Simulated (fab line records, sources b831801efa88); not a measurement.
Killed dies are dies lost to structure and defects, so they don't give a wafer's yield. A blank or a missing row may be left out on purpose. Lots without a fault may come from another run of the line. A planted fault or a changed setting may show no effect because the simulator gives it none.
A struck lot beside a sound one | flow sky130 | 18 steps out of a route of 708
Sound: wafers L274.2, L274.4, L274.6. Struck: wafer L286.3. (L286.5 of the same lot was not struck and is left out.) The cause comes at the end.
At each step with rows: each side's tool, then ch and its chambers, then its first start. Under that, the readings that differ: sound wafers | struck wafers | difference of the means | sigmas: that difference in standard deviations of wafers without a fault.
alike: readings whose means differ by less than 2 such deviations, and words and numbers that are the same on both sides. not compared: withheld readings, readings that some wafer has no value for, bounds like >300 that may hide the same value, and numbers for which the record gives no deviation and whose values overlap.
The two part at a step that has a row with sigmas, a row that says differs or no value, or rows on one side only. Numbers that don't overlap but have no deviation are shown without sigmas and don't part them. A reading that every wafer of one side lacks parts them only if that side has two wafers or more.

first, 1 step without rows for these wafers: SKY_FIELD_ISO_DEVELOP_12 (develop time 60 s).
SKY_FIELD_ISO_CD_MEAS_13: target cd 150 nm.
  sound on cd_sem-02, day 2 05:00; struck on cd_sem-02, day 4 18:46
  alike: cd_nm
SKY_FIELD_ISO_ETCH_14: etches BARC in N2/H2, stops on SiO2, time 45.9 s, target depth 60 nm.
  sound on rie_diel-03 ch 0,1, day 2 05:06; struck on rie_diel-02 ch 3, day 4 18:51
  reading                     | sound       | struck | difference | sigmas
  drypump_motor_current_A (A) | 5.3 6.6 6.6 | 5.3    | -0.9       | -2
  alike: oes_product_au, rf_fwd_power_W, throttle_valve_pct
  not compared: rf_hours_counter_h
SKY_FIELD_ISO_ETCH_15: etches the open film in CHF3/O2, stops on Si, target depth 180 nm, time 72 s.
  sound on rie_diel-03 ch 0,1, day 2 05:09; struck on rie_diel-02 ch 3, day 4 18:54
  reading                     | sound       | struck | difference | sigmas
  drypump_motor_current_A (A) | 5.3 6.6 6.6 | 5.3    | -0.9       | -2
  alike: oes_product_au, rf_fwd_power_W, throttle_valve_pct
  not compared: rf_hours_counter_h
SKY_FIELD_ISO_STRIP_16: strips in O2/N2.
  sound on plasma_asher-02 ch 0,1, day 2 05:12; struck on plasma_asher-01 ch 0, day 4 18:59
  alike: drypump_motor_current_A, o2_flow_sccm, oes_product_au, strip_time_to_endpoint_s
  not compared: rf_hours_counter_h
SKY_FIELD_ISO_ETCH_17: etches Si in HBr/Cl2/O2, target depth 342 nm, time 97.7 s.
  sound on rie_si-01 ch 0,1, day 2 05:18; struck on rie_si-02 ch 3, day 4 19:03
  reading                | sound                | struck | difference | sigmas
  throttle_valve_pct (%) | 25.656 25.663 25.668 | 25.638 | -0.024     | -2
  alike: drypump_motor_current_A, oes_product_au, rf_fwd_power_W
  not compared: rf_hours_counter_h
then, 5 steps without rows for these wafers: SKY_FIELD_ISO_WET_ETCH_18 (etches Si3N4 in H3PO4, target depth 25 nm, time 286 s); SKY_FIELD_ISO_CLEAN_19 (cleans in SC1/SC2, time 150 s); SKY_FIELD_ISO_CLEAN_20 (cleans in dHF, time 20 s); SKY_FIELD_ISO_WET_ETCH_21 (etches SiO2 in dHF, target depth 20 nm, time 400 s); SKY_FIELD_ISO_OXIDATION_22 (stabilise 600 s, purge 300 s, target thk 10 nm).
SKY_FIELD_ISO_THK_MEAS_23:
  sound on film_metro-01, day 2 07:36; struck on film_metro-04, day 4 22:16
  alike: FIELD_ISO_OXIDATION_01_THK
SKY_FIELD_ISO_CVD_24: deposits SiO2, target thk 595 nm, time 99.2 s.
  sound on hdpcvd-01 ch 0,1, day 2 07:39; struck on hdpcvd-01 ch 1, day 4 22:19
  reading                                    | sound           | struck | difference | sigmas
  model.SiO2_of_FIELD_ISO_CVD_24.thk_nm (nm) | 599.3 597 595.1 | 1132   | +535       |
SKY_FIELD_ISO_THK_MEAS_25:
  sound on film_metro-04, day 2 07:44; struck on film_metro-02, day 4 22:24
  reading                   | sound       | struck | difference | sigmas
  FIELD_ISO_CVD_24_THK (nm) | 599 597 595 | 1132   | +535       | +94
then, 1 step without rows for these wafers: SKY_FIELD_ISO_ANNEAL_26 (time 1800 s).
SKY_FIELD_ISO_CMP_27: polishes, stops on Si3N4, t overpolish 16 s, target thk 457.8 nm.
  sound on cmp-01 ch 0,1,3, day 2 10:43; struck on cmp-01 ch 0, day 5 00:05
  reading                | sound       | struck | difference | sigmas
  time_to_endpoint_s (s) | 115 112 116 | 202    | +88        | +24
  alike: motor_current_A, retaining_ring_pressure_frac
then, 1 step without rows for these wafers: SKY_FIELD_ISO_WET_ETCH_28 (etches SiO2 in dHF, target depth 23.7 nm, time 47 s).
-- the record jumps here: 44 days lie between the struck wafers' starts before and after (it left off in module FIELD_ISO and takes up again in module PAD_OPEN, whose first step shown is number 708 of the route) --
SKY_PAD_OPEN_PROBE_99:
  sound on prober-01, day 45 08:15; struck on prober-01, day 48 15:07
  alike: killed_at_M0_to_M3, killed_at_M4_up, killed_at_contacts, killed_at_front_end, killed_at_other, killed_dies, killed_on_rim, killed_open, killed_short

WHERE THEY PART
First at SKY_FIELD_ISO_ETCH_14; last, within this record, at SKY_FIELD_ISO_CMP_27. Later steps at which nothing parts them and some readings are alike: SKY_PAD_OPEN_PROBE_99.

WHY: what the simulator had put in
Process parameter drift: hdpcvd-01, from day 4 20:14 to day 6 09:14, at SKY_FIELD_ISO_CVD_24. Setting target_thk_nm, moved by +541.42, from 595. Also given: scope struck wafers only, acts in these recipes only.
